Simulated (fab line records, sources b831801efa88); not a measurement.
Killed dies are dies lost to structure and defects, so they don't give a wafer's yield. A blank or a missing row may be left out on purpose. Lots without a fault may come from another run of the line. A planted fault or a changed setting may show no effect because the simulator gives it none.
fab line records | flow sky130
record lots=6 wafers=18 last_day=50
route steps=708 shown RES_PROTECT@212 POLY_GATE@213
lots that met no fault: from a run of the same line without faults
start_h: hours from the record's first day to the start of the lot's first wafer shown | wait_h: hours since the lot's step before | " the same as in the row above | L1.1+2: a row that stands for several wafers | - no value, or no start given | * or withheld: withheld | < > ~ a bound
route shown NAME@n: a module of which the file shows steps, and the number in the route of the first | usual: mean/standard deviation of fault-free wafers | same: alike in all rows | chamber/n: place in a boat | sites: the reading at each site | _std_site: their standard deviation | _edge_site: outer sites' mean less inner sites' | radius_mm: how far each site lies from the wafer's centre | mask NAME#n: copy n | behind: the tool/chamber that last shaped the wafer | hold: why the lot was held/for how many hours/how that ended | device: the transistor (n, p or np) that didn't switch | end of line: the same wafers' tests at the end of the route | a step without rows: its recipe alone | killed: dies lost to structure and defects at the first sort, not the wafer's yield | map: a wafer's dies, x killed, . not, _ none there
set.NAME: the setting as run; set.NAME@STEP: as run at that earlier step | model.NAME: the simulator's own value behind a step, which no gauge read
lots at some steps of the route; a table a step, a row a wafer
services: from which hour (start_h, from the record's first day; less than 0 if before it) a tool's chamber was out of use, for how many hours, and why
## steps
# step SKY_RES_PROTECT_DEVELOP_06
# recipe resist=NOVOLAK developer=TMAH develop_time_s=60 dev_temp_c=23
# step SKY_POLY_GATE_IMPLANT_02
# recipe species=P energy_kev=30 dose_cm2=7.7e+15 tilt_deg=0
# step SKY_RES_PROTECT_STRIP_07
# recipe chemistry=O2/N2 power_w=1400 pressure_mtorr=1500 platen_temp_c=withheld o2_flow_sccm=3000 n2_flow_sccm=300 overash_fraction=0.5
# usual drypump_motor_current_A=5.40/0.28 o2_flow_sccm=2999/9 oes_product_au=0.518/0.0044 strip_time_to_endpoint_s=23.27/0.046
# columns lot.wafer tool chamber start_h wait_h drypump_motor_current_A o2_flow_sccm oes_product_au rf_hours_counter_h strip_time_to_endpoint_s
L316.3 plasma_asher-02 0 369.26 0.1 5.15 2998 0.517 - 23.22
L316.4 " 1 " " 5.88 2992 0.524 - 23.16
L316.5 " 0 " " 5.14 3005 0.513 - 23.25
L317.1 plasma_asher-01 0 381.52 0.1 5.56 3023 0.517 66 23.24
L317.2 " 1 " " 5.21 3002 0.528 66 23.32
L317.3 " 1 " " 5.18 3003 0.519 - 23.28
L327.2 plasma_asher-04 0 472.54 0.1 5.08 2998 0.519 67 23.20
L327.5 " 1 " " 5.66 3000 0.515 - 23.21
L327.6 " 0 " " 5.09 2986 0.512 - 23.26
L329.1 plasma_asher-04 1 481.67 0.1 5.67 3002 0.511 68 23.23
L329.3 " 1 " " 5.65 2999 0.519 - 23.24
L329.5 " 0 " " 5.07 2998 0.524 - 23.21
L335.1 plasma_asher-01 0 528.69 0.1 5.56 2998 0.519 10 23.18
L335.3 " 1 " " 5.21 3010 0.520 - 23.23
L335.5 " 1 " " 5.20 3008 0.522 - 23.18
L336.3 plasma_asher-04 0 535.25 0.1 5.05 2990 0.512 - 23.21
L336.4 " 1 " " 5.64 3005 0.521 - 23.20
L336.5 " 0 " " 5.06 2985 0.510 - 23.18
# step SKY_RES_PROTECT_TW_MEAS_08
# usual POLY_GATE_TW=4050/36
# columns lot.wafer tool chamber start_h wait_h POLY_GATE_TW
L316.3 film_metro-02 - 369.35 0.1 4036
L316.4 " - " " 4025
L316.5 " - " " 4037
L317.1 film_metro-02 - 381.62 0.1 4026
L317.2 " - " " 4038
L317.3 " - " " 4018
L327.2 film_metro-02 - 472.65 0.1 4084
L327.5 " - " " 4105
L327.6 " - " " 4093
L329.1 film_metro-04 - 481.77 0.1 4053
L329.3 " - " " 4066
L329.5 " - " " 4060
L335.1 film_metro-04 - 528.79 0.1 4056
L335.3 " - " " 4055
L335.5 " - " " 4055
L336.3 film_metro-04 - 535.34 0.1 4027
L336.4 " - " " 4072
L336.5 " - " " 4052
# step SKY_RES_PROTECT_CLEAN_09
# recipe chemistry=SC1/SC2 mix=1:4:20 temp_c=70 time_s=150 dry=n2_spin
# step SKY_POLY_GATE_CVD_03
# recipe material=Si3N4 precursor=DCS/NH3 target_thk_nm=75 temp_c=770 time_s=1290 pressure_mtorr=250
# step SKY_POLY_GATE_THK_MEAS_04
# recipe reads=Si3N4_of_POLY_GATE_CVD_03
# usual POLY_GATE_CVD_03_THK=75.0/0.69
# columns lot.wafer tool chamber start_h wait_h POLY_GATE_CVD_03_THK[nm]
L316.3 film_metro-01 - 371.54 0.0 76.0
L316.4 " - " " 75.9
L316.5 " - " " 76.1
L317.1 film_metro-03 - 385.61 0.0 76.2
L317.2 " - " " 76.1
L317.3 " - " " 76.3
L327.2 film_metro-03 - 474.30 0.0 75.0
L327.5 " - " " 74.6
L327.6 " - " " 74.1
L329.1 film_metro-04 - 483.23 0.0 74.7
L329.3 " - " " 74.4
L329.5 " - " " 74.7
L335.1 film_metro-01 - 538.12 0.0 75.4
L335.3 " - " " 75.6
L335.5 " - " " 75.8
L336.3 film_metro-03 - 538.14 0.0 75.6
L336.4 " - " " 75.5
L336.5 " - " " 75.4
# step SKY_POLY_GATE_DEHYDRATE_05
# recipe temp_c=200 time_s=60
# step SKY_POLY_GATE_HMDS_06
# recipe prime_time_s=60 prime_temp_c=120
# step SKY_POLY_GATE_COAT_07
# recipe resist=BARC temp_c=withheld time_s=withheld spin_rpm=2971 resist_thk_nm=110
# step SKY_POLY_GATE_COAT_08
# recipe resist=KrF-thick spin_rpm=3000 resist_thk_nm=450
# step SKY_POLY_GATE_SOFTBAKE_09
# recipe temp_c=100 time_s=90 resist=KrF-thick
# step SKY_POLY_GATE_EXPOSE_10
# recipe mask_id=P1M na=0.68 source_shape=conventional sigma_outer=0.6 target_cd_nm=150 dose_mj=28
# usual exposure_dose_mJ_cm2=27.999/0.024 focus_offset_nm=0.0/0.48
# columns lot.wafer tool chamber start_h wait_h mask exposure_dose_mJ_cm2 focus_offset_nm
L316.3 krf_scanner-01 0 386.23 - P1M#0 27.997 -0.2
L316.4 " 0 " " P1M#0 28.000 -0.2
L316.5 " 0 " " P1M#0 28.006 0.5
L317.1 krf_scanner-01 0 399.79 - P1M#0 27.964 -0.4
L317.2 " 0 " " P1M#0 28.029 0.1
L317.3 " 0 " " P1M#0 27.961 -0.6
L327.2 krf_scanner-01 - 490.25 - P1M#0 - -
L327.5 " - " " P1M#0 - -
L327.6 " - " " P1M#0 - -
L329.1 krf_scanner-02 - 499.00 - P1M#0 - -
L329.3 " - " " P1M#0 - -
L329.5 " - " " P1M#0 - -
L336.3 krf_scanner-02 0 552.89 - P1M#0 28.045 -0.4
L336.4 " 0 " " P1M#0 28.041 -0.1
L336.5 " 0 " " P1M#0 28.011 0.2
L335.1 krf_scanner-01 0 553.09 - P1M#0 28.007 0.4
L335.3 " 0 " " P1M#0 28.031 0.0
L335.5 " 0 " " P1M#0 28.001 -0.2
# step SKY_POLY_GATE_PEB_11
# recipe peb_temp_c=withheld peb_time_s=withheld resist=KrF-thick
## services
# columns tool chamber start_h hours kind
plasma_asher-04 - 370.96 1.8 repair
krf_scanner-01 - 391.45 4.4 pm
krf_scanner-01 - 416.91 1.3 pm
krf_scanner-02 - 419.47 1.0 pm
plasma_asher-01 - 421.25 9.0 pm
plasma_asher-01 0 421.25 9.0 vent_cycle
plasma_asher-01 1 421.25 9.0 vent_cycle
krf_scanner-01 - 429.03 0.8 pm
plasma_asher-01 0 430.25 - clean
plasma_asher-01 1 430.25 - clean
krf_scanner-02 - 437.77 4.0 pm
krf_scanner-01 - 441.87 1.0 pm
krf_scanner-02 - 481.47 1.3 pm
krf_scanner-02 - 488.33 3.2 repair
krf_scanner-02 - 491.55 0.8 pm
krf_scanner-01 - 492.92 0.3 repair
## key
first_sign step=SKY_POLY_GATE_EXPOSE_10 reading=tool_record direction=missing
effect none on later readings
met_at SKY_POLY_GATE_EXPOSE_10
struck_wafers L327.2,L327.5,L327.6,L329.1,L329.3,L329.5
later_rows_left_out L327.2,L327.5,L327.6,L329.1,L329.3,L329.5
sort_left_out L327.2,L327.5,L327.6,L329.1,L329.3,L329.5
tester_left_out L327,L329
onset_between 399.79 490.25
fault kind=skipped_step_whole tool=krf_scanner-01,krf_scanner-02 chamber=- onset_h=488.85 steps=SKY_POLY_GATE_EXPOSE_10 scope=struck_lots_only
# tester_left_out: of these lots the tester's yield and bins aren't shown, on N5 and GAA mostly nor the transistor test; their killed dies are dies lost to structure and defects alone, not to doping, threshold or leakage, so they don't give the yield
# sort_left_out: the simulated sort isn't trusted on such a fault, so these wafers' sort isn't shown, and their yield isn't known
# later_rows_left_out: the simulator's readings of these wafers behind a module that went badly wrong aren't trusted and aren't shown, but for the sort
